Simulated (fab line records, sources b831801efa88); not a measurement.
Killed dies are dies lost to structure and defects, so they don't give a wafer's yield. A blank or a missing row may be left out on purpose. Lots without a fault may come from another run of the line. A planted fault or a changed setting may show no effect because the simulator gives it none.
A struck lot beside a sound one | flow sky130 | 17 steps out of a route of 708
Sound: wafers L329.1, L329.4, L329.5. Struck: wafers L337.3, L337.5. The cause comes at the end.
At each step with rows: each side's tool, then ch and its chambers, then its first start. Under that, the readings that differ: sound wafers | struck wafers | difference of the means | sigmas: that difference in standard deviations of wafers without a fault.
alike: readings whose means differ by less than 2 such deviations, and words and numbers that are the same on both sides. not compared: withheld readings, readings that some wafer has no value for, bounds like >300 that may hide the same value, and numbers for which the record gives no deviation and whose values overlap.
The two part at a step that has a row with sigmas, a row that says differs or no value, or rows on one side only. Numbers that don't overlap but have no deviation are shown without sigmas and don't part them. A reading that every wafer of one side lacks parts them only if that side has two wafers or more.

first, 3 steps without rows for these wafers: SKY_LI_CONTACT_EXPOSE_09 (exposes mask LICM1, target cd 170 nm); SKY_LI_CONTACT_PEB_10; SKY_LI_CONTACT_DEVELOP_11 (develop time 60 s).
SKY_LI_CONTACT_CD_MEAS_12: target cd 170 nm.
  sound on cd_sem-01, day 30 14:08; struck on cd_sem-02, day 33 07:59
  alike: cd_nm
SKY_LI_CONTACT_OVL_MEAS_13:
  sound on overlay-02, day 30 14:16; struck on overlay-01, day 33 08:04
  alike: LI_CONTACT_OVL
then, 1 step without rows for these wafers: SKY_LI_CONTACT_ETCH_14 (etches BARC in N2/H2, stops on SiO2, time 45.9 s, target depth 60 nm).
SKY_LI_CONTACT_ETCH_15: etches PSG in C4F8/O2/Ar, stops on Si, target depth 600 nm.
  sound on rie_diel-04 ch 0,1,2, day 30 14:20; struck on rie_diel-01 ch 0,3, day 33 08:08
  alike: oes_product_au
SKY_LI_CONTACT_STRIP_16: strips in O2/N2.
  sound on plasma_asher-03 ch 0,1, day 30 14:25; struck on plasma_asher-03 ch 0,1, day 33 08:16
  alike: drypump_motor_current_A, o2_flow_sccm, oes_product_au, strip_time_to_endpoint_s
  not compared: rf_hours_counter_h
then, 2 steps without rows for these wafers: SKY_LI_CONTACT_CLEAN_17 (cleans in NMP, time 600 s); SKY_LI_CONTACT_PRE_CLEAN_18 (time 5.6 s).
SKY_LI_CONTACT_SPUTTER_19: material Ti, target thk 20 nm, time 106.37 s.
  sound on pvd_sputter-04, day 30 14:43; struck on pvd_sputter-03, day 33 08:32
  alike: throttle_valve_pct
SKY_LI_CONTACT_SPUTTER_20: material TiN, target thk 20 nm, time 80 s.
  sound on pvd_sputter-04, day 30 14:47; struck on pvd_sputter-03, day 33 08:37
  alike: throttle_valve_pct
SKY_LI_CONTACT_CVD_21: deposits W, target thk 400 nm, time 120.56 s.
  sound on cvd_w-02 ch 0, day 30 14:51; struck on cvd_w-01 ch 0,1, day 33 08:43
  reading                                  | sound           | struck      | difference | sigmas
  model.W_of_LI_CONTACT_CVD_21.thk_nm (nm) | 392 393.3 392.1 | 225.3 239.3 | -160.2     |
  alike: heater_power_w
SKY_LI_CONTACT_RS_MEAS_22: measures by four-point-probe.
  sound on film_metro-03, day 30 14:59; struck on film_metro-03, day 33 08:50
  reading                  | sound             | struck      | difference | sigmas
  LI_CONTACT_W_RS (ohm/sq) | 0.291 0.289 0.290 | 0.506 0.476 | +0.201     | +38
SKY_LI_CONTACT_THK_MEAS_23: measures by xrf.
  sound on film_metro-03, day 30 15:06; struck on film_metro-03, day 33 08:56
  reading               | sound       | struck  | difference | sigmas
  LI_CONTACT_W_THK (nm) | 380 378 379 | 222 236 | -150       | -19
SKY_LI_CONTACT_CMP_24: polishes, stops on PSG, t overpolish 20 s, target thk 0 nm.
  sound on cmp-02 ch 0,1,3, day 30 15:16; struck on cmp-01 ch 0, day 33 08:58
  reading                | sound     | struck | difference | sigmas
  time_to_endpoint_s (s) | 95 102 99 | 52 53  | -46        | -9
  alike: motor_current_A
SKY_LOCAL_INTERCONNECT_SPUTTER_00: material TiN, target thk 100 nm, time 83.3 s.
  sound on pvd_sputter-02, day 30 15:28; struck on pvd_sputter-01, day 33 09:16
  alike: throttle_valve_pct

WHERE THEY PART
First at SKY_LI_CONTACT_RS_MEAS_22; last, within this record, at SKY_LI_CONTACT_CMP_24. Later steps at which nothing parts them and some readings are alike: SKY_LOCAL_INTERCONNECT_SPUTTER_00.

WHY: what the simulator had put in
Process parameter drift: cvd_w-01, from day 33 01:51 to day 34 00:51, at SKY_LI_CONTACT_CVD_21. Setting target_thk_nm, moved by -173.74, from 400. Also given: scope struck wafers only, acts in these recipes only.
